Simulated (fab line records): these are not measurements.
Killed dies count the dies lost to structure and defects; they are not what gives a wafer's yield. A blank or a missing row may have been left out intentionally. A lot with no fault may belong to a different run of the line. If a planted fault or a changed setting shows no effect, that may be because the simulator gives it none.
Code-filled problem report in 8D (eight disciplines) form ; flow sky130 ; the parts of the form that need people (team, actions taken, sign-off) are left out

## 1. THE ISSUE
VIA4_HDPCVD_THK at SKY_VIA4_THK_MEAS_01 reads a mean of 3401 nm on 4 wafers of 3 lots; wafers without a fault read 1752 nm with a standard deviation of 17. That puts it +97 standard deviations away from the usual mean.
Seen first at day 47 06:41 on film metro-03, wafer L297.3. Wafers with a number at this step in the record: 38, from 14 lots. Rule for "out" (also "out of limits"): further than 4 standard deviations from the usual mean. The rest of the wafers with a number are treated as sound.

## 2. WHAT IT IS, WHAT IT ISN'T
question;is;is not
which readings at this step;VIA4_HDPCVD_THK;-
which lots;L297, L300, L301;L281, L282, L283, L284, L285, L287, L288, L290, L293, L295, L299
which wafers of those lots;L297.3, L297.5, L300.1, L301.5;L297.1
read on which gauges;film metro-02, film metro-03;film metro-04
when;from day 47 06:41;"up to then (31 sound wafers); but 3 sound wafers of L299 came after"

## 3. THE SUSPECTS, EACH WITH WHAT RULES IT OUT
Counting: any tool at a process step up to the reading remains a suspect provided it ran every lot that is out. Sound lots after the first of them don't rule it out here, since some wafers of a struck lot are sound.
- ruled out: the gauge at SKY_VIA4_THK_MEAS_01. Those wafers that are out were read across 2 gauges (film metro-02, film metro-03).
- hdpcvd-01 at SKY_VIA4_HDPCVD_00 (deposits SiO2, target thk 1750 nm, time 291.7 s): kept. Ran every lot that is out, first one L297 (day 47 06:31); last sound lot up to then L295 (day 46 11:11).
The count leaves hdpcvd-01 at SKY_VIA4_HDPCVD_00.

## 4. THE CAUSE (what the simulator had put in)
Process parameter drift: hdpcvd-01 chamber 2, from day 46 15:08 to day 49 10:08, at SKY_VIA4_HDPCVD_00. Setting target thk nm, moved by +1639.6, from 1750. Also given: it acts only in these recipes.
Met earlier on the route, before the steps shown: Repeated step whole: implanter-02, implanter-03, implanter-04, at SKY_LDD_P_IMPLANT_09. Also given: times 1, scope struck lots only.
Counting left only this tool.

## 5. SEQUENCE OF EFFECTS, ordered by route
Rows list readings where the struck wafers' mean (over those with a number) sits beyond 3 standard deviations from the usual. Only readings for which the record gives a usual standard deviation are gone through. hours: the time from each lot's start at the first step in this table that gives one to its start at this step, as a median over the lots. sigmas: the change in usual standard deviations.
hours;step;reading;usual;on struck wafers;change;sigmas
0;SKY_VIA4_THK_MEAS_01;VIA4_HDPCVD_THK;1752 nm;3401;+1649;+97
Later measuring or inspecting steps at which every struck wafer that the step has a row for has a number for every such reading, and none has moved that far: SKY_METAL5_THK_MEAS_06.

## 6. WHAT WOULD HAVE CAUGHT IT SOONER
The first out-of-limits reading at a measuring or inspecting step in this record came at day 47 06:41, 16 hours after the fault's start at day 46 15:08.
Among the 3 lots that are out, L300, L301 began SKY_VIA4_HDPCVD_00 on hdpcvd-01 after day 47 06:41. A hold on the tool at that time would have spared those 2.
